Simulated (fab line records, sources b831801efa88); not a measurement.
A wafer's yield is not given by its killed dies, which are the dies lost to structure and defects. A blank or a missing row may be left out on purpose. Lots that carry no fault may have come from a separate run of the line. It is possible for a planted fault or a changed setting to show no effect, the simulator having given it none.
fab line records	flow sky130
[record] lots = 13	wafers = 39	last-day = 50
route steps=708 shown CAPM@551 METAL3@565 METAL4@599 PAD_OPEN@708
lots that met no fault: taken from a fault-free run of the same line
start-h: start of the lot's first displayed wafer, in hours after the record's first day	wait-h: how many hours have passed since the lot's step before this one	" as in the row above	L1.1+2: several wafers, shown together as one row	- value missing, or start not given	* or withheld: withheld	< > ~ a bound
route shown NAME@n: names a module that has steps shown in the file, with the first one's number in the route	usual: mean and standard deviation over wafers with no fault	same: alike in all rows	chamber/n: place in a boat	sites: the reading at each site	_std_site: how widely they spread, as a standard deviation	_edge_site: mean of outer sites minus mean of inner sites	radius-mm: for every site, how far away it sits from the centre of the wafer	mask NAME#n: copy n	behind: tool/chamber where the wafer was last shaped	hold: why the lot went on hold/how many hours it stayed there/how the hold came to an end	device: which transistor (n, p or np) failed to switch	end of line: tests of these same wafers at the route's end	a step without rows: its recipe alone	killed: the dies lost at the first sort to structure and to defects; this is not the yield of the wafer	map: dies across one wafer; x = killed, . = not, _ = none there
set.NAME: the setting as run; set.NAME@STEP: as run at that earlier step	model.NAME: the simulator's own value behind a step, which no gauge read
route steps across a sampled set of lots; one table per step, one row per wafer
services: a tool's chamber out of use, with start hour (start-h, from the record's first day; less than 0 if before it), hours out, and reason
[[steps]]
[step SKY_CAPM_STRIP_14]
[recipe] chemistry = O2/N2	power-w = 1400	pressure-mtorr = 1500	platen-temp-c = withheld	o2-flow-sccm = 3000	n2-flow-sccm = 300	overash-fraction = 0.5
[usual] drypump-motor-current-A = 5.7/0.56	oes-product-au = 0.710/0.0045	strip-time-to-endpoint-s = 12.66/0.04
lot.wafer	tool	chamber	start-h	wait-h	drypump-motor-current-A	oes-product-au	rf-hours-counter-h	strip-time-to-endpoint-s
L732.1	plasma-asher-01	1	887.70	0.1	6.1	0.707	9	12.67
L732.5	"	0	"	"	6.3	0.705	-	12.69
L732.6	"	1	"	"	6.1	0.714	-	12.63
L733.2	plasma-asher-01	1	905.82	0.1	6.1	0.715	11	12.70
L733.4	"	0	"	"	6.3	0.704	-	12.73
L733.5	"	1	"	"	6.1	0.707	-	12.71
L734.1	plasma-asher-01	1	910.13	0.1	6.1	0.714	12	12.65
L734.2	"	0	"	"	6.3	0.707	12	12.65
L734.6	"	0	"	"	6.3	0.706	-	12.64
L737.1	plasma-asher-02	0	921.28	0.1	5.5	0.703	109	12.71
L737.5	"	1	"	"	4.8	0.707	-	12.70
L737.6	"	0	"	"	5.4	0.715	-	12.73
L738.1	plasma-asher-02	1	925.24	0.1	4.8	0.702	110	12.74
L738.5	"	0	"	"	5.5	0.707	-	12.78
L738.6	"	1	"	"	4.7	0.709	-	12.74
L739.3	plasma-asher-03	0	933.53	0.1	6.2	0.707	-	12.66
L739.4	"	1	"	"	5.4	0.711	-	12.65
L739.6	"	0	"	"	6.2	0.715	-	12.63
L742.1	plasma-asher-02	0	957.13	0.1	5.4	0.704	112	12.59
L742.5	"	1	"	"	4.7	0.712	-	12.63
L742.6	"	0	"	"	5.5	0.710	-	12.64
L743.2	plasma-asher-02	0	966.34	0.1	5.5	0.708	113	12.60
L743.4	"	1	"	"	4.7	0.703	-	12.69
L743.5	"	1	"	"	4.8	0.712	-	12.66
L745.2	plasma-asher-03	0	967.94	0.1	6.2	0.705	88	12.59
L745.3	"	1	"	"	5.4	0.712	-	12.63
L745.6	"	1	"	"	5.3	0.715	-	12.63
L750.2	plasma-asher-02	0	1011.98	0.1	5.5	0.712	117	12.68
L750.5	"	0	"	"	5.4	0.711	-	12.68
L750.6	"	1	"	"	4.7	0.714	-	12.65
L751.1	plasma-asher-02	1	1014.03	0.1	4.7	0.711	118	12.66
L751.2	"	0	"	"	5.4	0.712	118	12.63
L751.4	"	1	"	"	4.7	0.712	-	12.68
L752.1	plasma-asher-01	1	1019.88	0.1	6.1	0.704	23	12.64
L752.4	"	0	"	"	6.3	0.701	-	12.69
L752.5	"	0	"	"	6.3	0.707	-	12.66
L755.3	plasma-asher-01	1	1037.63	0.1	6.1	0.713	-	12.66
L755.4	"	0	"	"	6.3	0.719	-	12.66
L755.5	"	1	"	"	6.1	0.706	-	12.61
[step SKY_METAL3_DESCUM_15]
[recipe] chemistry = O2	source-power-w = 150	bias-power-w = 0	pressure-mtorr = 10	temp-c = 40	time-s = 8
[usual] drypump-motor-current-A = 5.7/0.44	oes-product-au = 1.000/0.0085
lot.wafer	tool	chamber	start-h	wait-h	drypump-motor-current-A	oes-product-au	rf-hours-counter-h
L732.1	rie-metal-02	0	913.39	0.0	5.5	1.004	10
L732.5	"	1	"	"	6.1	0.998	-
L732.6	"	0	"	"	5.5	1.011	-
L733.2	rie-metal-04	1	931.57	0.0	5.7	0.992	5
L733.4	"	1	"	"	5.7	1.000	-
L733.5	"	1	"	"	5.7	0.995	-
L734.1	rie-metal-04	1	936.08	0.0	5.6	0.998	5
L734.2	"	0	"	"	6.2	0.991	11
L734.6	"	0	"	"	6.2	1.003	-
L737.1	rie-metal-04	0	946.28	0.0	6.2	0.998	11
L737.5	"	0	"	"	6.2	0.992	-
L737.6	"	1	"	"	5.7	0.990	-
L738.1	rie-metal-02	1	951.03	0.0	6.1	0.989	12
L738.5	"	0	"	"	5.5	1.010	-
L738.6	"	1	"	"	6.1	1.000	-
L739.3	rie-metal-02	1	958.48	0.0	6.1	0.993	-
L739.4	"	0	"	"	5.5	1.001	-
L739.6	"	0	"	"	5.6	1.013	-
L742.1	rie-metal-03	0	981.87	0.0	5.6	1.003	7
L742.5	"	0	"	"	5.6	1.000	-
L742.6	"	1	"	"	4.9	1.003	-
L743.2	rie-metal-04	0	990.04	0.0	6.2	1.002	13
L743.4	"	1	"	"	5.7	0.998	-
L743.5	"	1	"	"	5.7	0.998	-
L745.2	rie-metal-02	0	992.43	0.0	5.6	0.991	15
L745.3	"	0	"	"	5.6	0.995	-
L745.6	"	0	"	"	5.6	0.993	-
L750.2	rie-metal-03	0	1035.74	0.0	5.6	1.003	10
L750.5	"	1	"	"	4.9	0.995	-
L750.6	"	0	"	"	5.6	1.014	-
L751.1	rie-metal-02	0	1038.69	0.0	5.5	0.991	18
L751.2	"	1	"	"	6.1	0.988	17
L751.4	"	1	"	"	6.1	0.983	-
L752.1	rie-metal-04	1	1043.37	0.0	5.7	0.983	10
L752.4	"	1	"	"	5.6	0.998	-
L752.5	"	1	"	"	5.7	0.991	-
L755.3	rie-metal-02	1	1060.43	0.0	6.2	0.995	-
L755.4	"	0	"	"	5.5	1.000	-
L755.5	"	0	"	"	5.5	1.015	-
[step SKY_METAL3_STRIP_19]
[recipe] chemistry = O2/N2	power-w = 1400	pressure-mtorr = 1500	platen-temp-c = withheld	o2-flow-sccm = 3000	n2-flow-sccm = 300	overash-fraction = 0.5
[usual] drypump-motor-current-A = 5.6/0.41	oes-product-au = 0.500/0.0046	strip-time-to-endpoint-s = 6.48/0.068
lot.wafer	tool	chamber	start-h	wait-h	drypump-motor-current-A	oes-product-au	rf-hours-counter-h	strip-time-to-endpoint-s
L732.1	plasma-asher-04	0	913.71	0.1	5.4	0.496	50	6.36
L732.5	"	1	"	"	5.8	0.504	-	6.46
L732.6	"	0	"	"	5.4	0.496	-	6.33
L733.2	plasma-asher-04	0	931.90	0.1	5.4	0.504	52	6.55
L733.4	"	0	"	"	5.4	0.498	-	6.41
L733.5	"	0	"	"	5.4	0.498	-	6.49
L734.1	plasma-asher-04	0	936.41	0.1	5.4	0.498	53	6.43
L734.2	"	1	"	"	5.8	0.503	53	6.49
L734.6	"	0	"	"	5.4	0.505	-	6.53
L737.1	plasma-asher-04	1	946.61	0.1	5.8	0.505	54	6.56
L737.5	"	1	"	"	5.9	0.503	-	6.60
L737.6	"	0	"	"	5.4	0.497	-	6.47
L738.1	plasma-asher-03	0	951.36	0.1	6.2	0.498	86	6.32
L738.5	"	0	"	"	6.2	0.503	-	6.48
L738.6	"	1	"	"	5.3	0.499	-	6.41
L739.3	plasma-asher-04	0	958.83	0.1	5.4	0.498	-	6.37
L739.4	"	1	"	"	5.8	0.500	-	6.45
L739.6	"	1	"	"	5.8	0.499	-	6.44
L742.1	plasma-asher-03	1	982.20	0.1	5.4	0.503	89	6.56
L742.5	"	1	"	"	5.3	0.496	-	6.59
L742.6	"	0	"	"	6.2	0.503	-	6.51
L743.2	plasma-asher-02	0	990.36	0.1	5.5	0.508	116	6.50
L743.4	"	1	"	"	4.7	0.498	-	6.46
L743.5	"	1	"	"	4.7	0.496	-	6.44
L745.2	plasma-asher-03	1	992.77	0.1	5.3	0.506	90	6.58
L745.3	"	0	"	"	6.2	0.510	-	6.58
L745.6	"	0	"	"	6.2	0.498	-	6.53
L750.2	plasma-asher-04	1	1036.06	0.1	5.8	0.501	62	6.54
L750.5	"	0	"	"	5.4	0.505	-	6.57
L750.6	"	1	"	"	5.8	0.500	-	6.41
L751.1	plasma-asher-04	1	1039.08	0.2	5.8	0.496	62	6.48
L751.2	"	0	"	"	5.4	0.494	62	6.30
L751.4	"	1	"	"	5.8	0.506	-	6.48
L752.1	plasma-asher-03	0	1043.70	0.1	6.2	0.498	94	6.41
L752.4	"	1	"	"	5.3	0.509	-	6.52
L752.5	"	0	"	"	6.2	0.501	-	6.41
L755.3	plasma-asher-03	0	1060.78	0.1	6.2	0.502	-	6.54
L755.4	"	1	"	"	5.4	0.509	-	6.63
L755.5	"	0	"	"	6.2	0.502	-	6.52
[step SKY_METAL4_SPUTTER_01]
[recipe] material = TiN	target-thk-nm = 20	power-w = 6500	time-s = 16.7	chamber-pressure-pa = 0.4
[usual] cathode-dc-power-W = 6499.9/1.2	chamber-pressure-pa = 0.4000/0.00075	throttle-valve-pct = 30.1/1
lot.wafer	tool	chamber	start-h	wait-h	cathode-dc-power-W	chamber-pressure-pa	throttle-valve-pct
L732.1	pvd-sputter-01	-	941.35	0.0	6498.1	0.3993	30.2
L732.5	"	-	"	"	6502.0	0.3996	28.5
L732.6	"	-	"	"	6498.9	0.3992	31.7
L733.2	pvd-sputter-01	-	958.34	0.0	6497.8	0.4004	30.1
L733.4	"	-	"	"	6498.1	0.4006	31.2
L733.5	"	-	"	"	6500.0	0.4005	30.5
L734.1	pvd-sputter-02	-	964.41	0.0	6502.1	0.3993	29.7
L734.2	"	-	"	"	6501.2	0.4013	29.7
L734.6	"	-	"	"	6499.3	0.3995	30.9
L737.1	pvd-sputter-02	-	973.45	0.0	6498.4	0.4005	30.0
L737.5	"	-	"	"	6499.4	0.4003	30.1
L737.6	"	-	"	"	6498.7	0.3997	29.8
L738.1	pvd-sputter-04	-	978.74	0.0	6498.4	0.4002	29.2
L738.5	"	-	"	"	6501.2	0.4013	29.2
L738.6	"	-	"	"	6500.9	0.4003	30.7
L739.3	pvd-sputter-02	-	985.45	0.0	6498.6	0.3986	28.6
L739.4	"	-	"	"	6501.5	0.4001	29.7
L739.6	"	-	"	"	6500.1	0.3994	30.1
L742.1	pvd-sputter-02	-	1008.61	0.0	6500.1	0.3994	29.7
L742.5	"	-	"	"	6501.1	0.3993	31.1
L742.6	"	-	"	"	6501.1	0.4004	28.4
L743.2	pvd-sputter-02	-	1017.65	0.0	6503.3	0.3995	30.3
L743.4	"	-	"	"	6499.4	0.4005	28.4
L743.5	"	-	"	"	6499.6	0.3997	29.9
L745.2	pvd-sputter-02	-	1019.77	0.0	6500.3	0.4005	30.0
L745.3	"	-	"	"	6501.4	0.3995	30.9
L745.6	"	-	"	"	6499.3	0.3990	28.8
L750.2	pvd-sputter-02	-	1061.49	0.0	-	-	-
L750.5	"	-	"	"	-	-	-
L750.6	"	-	"	"	-	-	-
L751.1	pvd-sputter-04	-	1063.96	0.0	-	-	-
L751.2	"	-	"	"	-	-	-
L751.4	"	-	"	"	-	-	-
L752.1	pvd-sputter-02	-	1068.88	0.0	-	-	-
L752.4	"	-	"	"	-	-	-
L752.5	"	-	"	"	-	-	-
L755.3	pvd-sputter-01	-	1088.52	0.0	6500.7	0.4001	31.4
L755.4	"	-	"	"	6499.7	0.4016	30.5
L755.5	"	-	"	"	6500.1	0.3992	29.8
[step SKY_PAD_OPEN_PROBE_99]
[usual] defect-limited-yield = 82.9/1.8	killed_at_M0_to_M3 = 42/7.2	killed_at_M4_up = 3.2/1.8	killed-at-contacts = 24/5.4	killed-at-front-end = 15/4	killed-at-other = 0.3/0.59	killed-dies = 84/9	killed-open = 46/7.1	killed-short = 38/6	sort_bin_3_pad_short = 0.8/0.41	sort_bin_5_function = 10.1/1.3	sort_bin_6_memory = 6.3/1.2	sort-n-pass = 408/9	sort-yield-pct = 82.9/1.8
[same] gross-dies = 492	killed-at-back-side = 0	sort_bin_4_leakage[%] = 0	sort_bin_8_speed[%] = 0
lot.wafer	tool	chamber	start-h	wait-h	defect-limited-yield[%]	killed_at_M0_to_M3	killed_at_M4_up	killed-at-contacts	killed-at-front-end	killed-at-other	killed-dies	killed-open	killed-short	sort_bin_3_pad_short[%]	sort_bin_5_function[%]	sort_bin_6_memory[%]	sort-n-pass	sort-yield-pct[%]
L734.1	prober-02	-	1109.94	0.1	82.9	41	0	26	17	0	84	49	35	1.8	8.9	6.3	408	82.9
L734.2	prober-02	-	1109.99	0.1	77.4	47	3	40	21	0	111	60	51	0.8	12.8	8.9	381	77.4
L734.6	prober-02	-	1110.19	0.2	82.3	51	2	23	11	0	87	45	40	0.8	10.6	6.3	405	82.3
L738.1	prober-02	-	1115.80	0.1	80.7	50	2	23	19	1	95	46	49	1.2	11.0	7.1	397	80.7
L738.5	prober-02	-	1116.00	0.2	81.3	46	2	31	13	0	92	54	38	0.6	12.2	5.9	400	81.3
L738.6	prober-02	-	1116.05	0.2	83.9	36	2	24	17	0	79	45	34	1.6	10.2	4.3	413	83.9
// killed by level:class
L734.1 VIA3:geometric-particle:open=9 VIA1:geometric-particle:open=9 CONTACT:geometric-particle:open=8 METAL2:geometric-particle:short=6 VIA2:geometric-particle:open=6 FIELD_ISO:geometric-particle:short=5 LI_CONTACT:geometric-particle:open=5 LOCAL_INTERCONNECT:geometric-particle:short=5
L734.2 CONTACT:geometric-particle:open=15 VIA2:geometric-particle:open=9 LI_CONTACT:geometric-particle:open=8 VIA1:geometric-particle:short=7 POLY_GATE:geometric-particle:short=6 LOCAL_INTERCONNECT:geometric-particle:short=6 VIA1:geometric-particle:open=6 VIA3:geometric-particle:open=6
L734.6 VIA1:geometric-particle:open=16 LI_CONTACT:geometric-particle:open=7 LOCAL_INTERCONNECT:geometric-particle:short=6 METAL2:geometric-particle:short=6 CONTACT:geometric-particle:open=5 VIA3:geometric-particle:open=5 VIA1:geometric-particle:short=5 VIA3:geometric-particle:short=4
L738.1 VIA1:geometric-particle:open=9 LI_CONTACT:geometric-particle:open=7 CONTACT:geometric-particle:open=7 METAL1:geometric-particle:short=7 VIA3:geometric-particle:open=7 VIA3:geometric-particle:short=6 FIELD_ISO:geometric-particle:short=5 POLY_GATE:geometric-particle:open=5
L738.5 CONTACT:geometric-particle:open=12 VIA1:geometric-particle:open=10 VIA2:geometric-particle:open=8 VIA3:geometric-particle:open=7 LI_CONTACT:geometric-particle:open=6 LOCAL_INTERCONNECT:geometric-particle:short=6 CONTACT:geometric-particle:short=6 METAL1:geometric-particle:short=6
L738.6 CONTACT:geometric-particle:open=10 VIA1:geometric-particle:open=9 VIA2:geometric-particle:open=8 POLY_GATE:geometric-particle:short=5 LI_CONTACT:geometric-particle:short=5 LI_CONTACT:geometric-particle:open=5 FIELD_ISO:geometric-particle:short=4 SPACER:geometric-particle:open=4
[[services]]
tool	chamber	start-h	hours	kind
pvd-sputter-04	-	878.41	0.5	repair
pvd-sputter-02	-	891.42	2.8	repair
rie-metal-04	-	912.26	0.7	repair
rie-metal-02	-	948.69	1.5	repair
rie-metal-04	-	949.64	2.8	pm
plasma-asher-02	-	952.72	1.2	repair
plasma-asher-01	-	962.56	0.5	repair
plasma-asher-04	-	964.23	2.4	repair
pvd-sputter-02	-	975.52	0.5	repair
pvd-sputter-01	-	986.81	5.0	repair
pvd-sputter-01	-	994.27	3.0	repair
pvd-sputter-01	-	1001.47	4.3	repair
pvd-sputter-02	-	1011.14	3.4	repair
plasma-asher-03	-	1012.01	1.4	repair
pvd-sputter-01	-	1026.42	1.4	repair
plasma-asher-03	-	1034.58	5.4	repair
plasma-asher-02	-	1055.25	9.0	pm
plasma-asher-02	0	1055.25	9.0	vent-cycle
plasma-asher-02	1	1055.25	9.0	vent-cycle
pvd-sputter-01	-	1061.81	15.0	repair
plasma-asher-01	-	1063.15	4.8	repair
plasma-asher-02	0	1064.25	-	clean
plasma-asher-02	1	1064.25	-	clean
plasma-asher-01	-	1075.30	5.4	repair
[[key]]
[first-sign] step = SKY_METAL4_SPUTTER_01	reading = tool-record	direction = missing
effect none on later readings
met-at SKY_METAL4_SPUTTER_01
struck-lots L750,L751,L752
rows-end L750.2,L750.5,L750.6,L751.1,L751.2,L751.4,L752.1,L752.4,L752.5
not-acting-at SKY_CAPM_STRIP_14,SKY_METAL3_DESCUM_15,SKY_METAL3_STRIP_19
onset-between 1019.77 1061.49
[earlier-fault] kind = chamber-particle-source	tool = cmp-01	chamber = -	onset-h = 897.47	steps = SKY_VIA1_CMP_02	rate-per-visit-cm2 = 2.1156
[fault] kind = skipped-step-whole	tool = pvd-sputter-02,pvd-sputter-04	chamber = -	onset-h = 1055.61	steps = SKY_METAL4_SPUTTER_01	scope = struck-lots-only
// rows-end: these wafers met a further fault down the route, and their rows from its step on are left out
